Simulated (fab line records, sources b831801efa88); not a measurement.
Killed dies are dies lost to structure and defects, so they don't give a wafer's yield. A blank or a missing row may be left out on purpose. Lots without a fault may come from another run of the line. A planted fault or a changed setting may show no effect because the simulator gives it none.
Which tool did it? | flow gf180mcu | 11 lots, 33 wafers sampled, at 5 steps of a route of 602

WHAT THE GAUGES READ, wafer by wafer
GF_PSD_TW_MEAS_11.
lot  | measured     | on            | PSD_TW
L550 | day 13 16:45 | film_metro-01 | 3206 3213 3190
L552 | day 14 21:23 | film_metro-01 | 3217 3217 3184
L553 | day 14 21:05 | film_metro-02 | 3175 3183 3204
L554 | day 15 09:31 | film_metro-01 | 3615 3582 3596
L556 | day 15 20:31 | film_metro-01 | 3215 3206 3213
L558 | day 16 18:30 | film_metro-02 | 3203 3196 3180
L559 | day 16 19:27 | film_metro-02 | 3176 3191 3193
L560 | day 17 01:25 | film_metro-02 | 3572 3587 3584
L564 | day 18 16:13 | film_metro-03 | 3528 3513 3542
L570 | day 21 00:10 | film_metro-01 | 3206 3196 3194
L572 | day 21 06:46 | film_metro-01 | 3187 3207 3203

GF_PSD_RS_MEAS_15: measures by four-point-probe.
lot  | measured     | on            | PSD_RS (ohm/sq)
L550 | day 13 17:04 | film_metro-01 | 108.6 108.5 108.8
L552 | day 14 21:43 | film_metro-03 | 108.7 108.5 108.3
L553 | day 14 21:25 | film_metro-03 | 108.5 108.4 108.4
L554 | day 15 09:50 | film_metro-01 | 97.9 97.9 97.7
L556 | day 15 20:50 | film_metro-01 | 108.4 108.6 108.3
L558 | day 16 18:49 | film_metro-02 | 108.2 108.3 107.7
L559 | day 16 19:46 | film_metro-01 | 108.8 108.4 108.8
L560 | day 17 01:56 | film_metro-01 | 98.2 98.3 98.0
L564 | day 18 16:33 | film_metro-02 | 98.3 98.4 98.4
L570 | day 21 00:28 | film_metro-01 | 108.9 109.0 108.8
L572 | day 21 07:04 | film_metro-02 | 108.7 108.8 108.4

WHICH TOOL RAN EACH LOT (tool, then ch and the chambers of the sampled wafers, then the start)
lot  | GF_VT_IMPLANT_STRIP_31               | GF_PSD_IMPLANT_09               | GF_PSD_STRIP_10
L550 | plasma_asher-03 ch 0,1, day 6 23:26  | implanter-02 ch 0, day 13 16:30 | plasma_asher-02 ch 0,1, day 13 16:39
L552 | plasma_asher-02 ch 0,1, day 7 18:17  | implanter-01 ch 0, day 14 21:09 | plasma_asher-03 ch 0,1, day 14 21:17
L553 | plasma_asher-03 ch 1, day 7 18:42    | implanter-01 ch 0, day 14 20:51 | plasma_asher-02 ch 1, day 14 20:59
L554 | plasma_asher-03 ch 1, day 8 09:39    | implanter-01 ch 0, day 15 08:57 | plasma_asher-01 ch 1, day 15 09:24
L556 | plasma_asher-03 ch 0,1, day 8 15:56  | implanter-02 ch 0, day 15 20:16 | plasma_asher-02 ch 0,1, day 15 20:24
L558 | plasma_asher-04 ch 0,1, day 9 06:41  | implanter-03 ch 0, day 16 18:15 | plasma_asher-01 ch 0,1, day 16 18:24
L559 | plasma_asher-04 ch 0,1, day 9 11:08  | implanter-03 ch 0, day 16 19:12 | plasma_asher-02 ch 0,1, day 16 19:21
L560 | plasma_asher-04 ch 0,1, day 9 16:47  | implanter-02 ch 0, day 17 00:52 | plasma_asher-01 ch 0,1, day 17 01:19
L564 | plasma_asher-02 ch 0,1, day 10 18:17 | implanter-02 ch 0, day 18 15:40 | plasma_asher-03 ch 0, day 18 16:07
L570 | plasma_asher-02 ch 0,1, day 12 09:53 | implanter-01 ch 0, day 20 23:55 | plasma_asher-01 ch 0,1, day 21 00:04
L572 | plasma_asher-02 ch 0,1, day 12 21:14 | implanter-03 ch 0, day 21 06:31 | plasma_asher-02 ch 0,1, day 21 06:40
- GF_VT_IMPLANT_STRIP_31: strips in O2/N2.
- GF_PSD_IMPLANT_09
- GF_PSD_STRIP_10: strips in O2/N2.

WHAT THE TOOLS THEMSELVES READ (means of the sampled wafers that have a number; where no wafer has one, the mark that the record gives instead)
GF_VT_IMPLANT_STRIP_31.
lot  | tool            | drypump_motor_current_A (A) | heater_power_w (W) | oes_product_au (a.u.) | strip_time_to_endpoint_s (s)
L550 | plasma_asher-03 | 5.9                         | 306                | 0.717                 | 12.59
L552 | plasma_asher-02 | 6.0                         | 334                | 0.717                 | 12.61
L553 | plasma_asher-03 | 5.4                         | 325                | 0.714                 | 12.63
L554 | plasma_asher-03 | 5.5                         | 324                | 0.714                 | 12.56
L556 | plasma_asher-03 | 5.7                         | 316                | 0.710                 | 12.62
L558 | plasma_asher-04 | 5.6                         | 323                | 0.719                 | 12.63
L559 | plasma_asher-04 | 5.6                         | 322                | 0.716                 | 12.55
L560 | plasma_asher-04 | 5.6                         | 324                | 0.713                 | 12.62
L564 | plasma_asher-02 | 6.0                         | 331                | 0.714                 | 12.65
L570 | plasma_asher-02 | 6.0                         | 336                | 0.713                 | 12.64
L572 | plasma_asher-02 | 6.0                         | 333                | 0.718                 | 12.58

GF_PSD_IMPLANT_09.
lot  | tool         | beam_energy_keV
L550 | implanter-02 | 40.004
L552 | implanter-01 | 40.002
L553 | implanter-01 | 39.999
L554 | implanter-01 | 40.004
L556 | implanter-02 | 39.993
L558 | implanter-03 | 40.009
L559 | implanter-03 | 40.014
L560 | implanter-02 | 40.005
L564 | implanter-02 | 39.995
L570 | implanter-01 | 39.995
L572 | implanter-03 | 39.994

GF_PSD_STRIP_10.
lot  | tool            | drypump_motor_current_A (A) | heater_power_w (W) | oes_product_au (a.u.) | strip_time_to_endpoint_s (s)
L550 | plasma_asher-02 | 6.0                         | 328                | 0.591                 | 16.53
L552 | plasma_asher-03 | 5.7                         | 320                | 0.594                 | 16.48
L553 | plasma_asher-02 | 5.5                         | 330                | 0.595                 | 16.56
L554 | plasma_asher-01 | 5.5                         | 303                | 0.541                 | 18.85
L556 | plasma_asher-02 | 5.7                         | 333                | 0.591                 | 16.57
L558 | plasma_asher-01 | 5.6                         | 325                | 0.591                 | 16.54
L559 | plasma_asher-02 | 5.7                         | 330                | 0.595                 | 16.54
L560 | plasma_asher-01 | 5.7                         | 357                | 0.544                 | 18.89
L564 | plasma_asher-03 | 6.2                         | 298                | 0.546                 | 18.86
L570 | plasma_asher-01 | 5.6                         | 323                | 0.592                 | 16.52
L572 | plasma_asher-02 | 6.0                         | 342                | 0.592                 | 16.51

THE ANSWER, worked out from the rows above alone
Rule: what is usual is taken from the lots themselves. Put in order of their means at a reading, lots are off if they are a third of the lots or fewer, leave a main group of 4 or more, and stand apart from it by a gap of 3 or more times the standard deviation of the main group's means; of several such gaps the widest counts. A main group whose means are all the same, to the digits that the tables above print for the reading, isn't used. A lot without any number at a reading at which 4 lots or more have one is off too. The other lots that the step has rows for count as sound. The gauges are gone through in route order, then the tools' own readings, and for those a lot's mean is taken as printed above. The first step at which some lot is off is used, and at that step the reading that is off furthest; a lot without a number counts as furthest.
Off: L554, L560, L564, at GF_PSD_TW_MEAS_11 (PSD_TW). The main group: mean 3198, standard deviation 8.2.
A tool fits if, at a process step before that reading, it ran every lot that is off, and no sound lot after the first of them. The gauges at GF_PSD_TW_MEAS_11 aren't tried: what is off there is off at GF_PSD_STRIP_10 too, on other tools, and a gauge's error can't cause that. None of those tried fits.

WHAT THE SIMULATOR HAD PUT IN
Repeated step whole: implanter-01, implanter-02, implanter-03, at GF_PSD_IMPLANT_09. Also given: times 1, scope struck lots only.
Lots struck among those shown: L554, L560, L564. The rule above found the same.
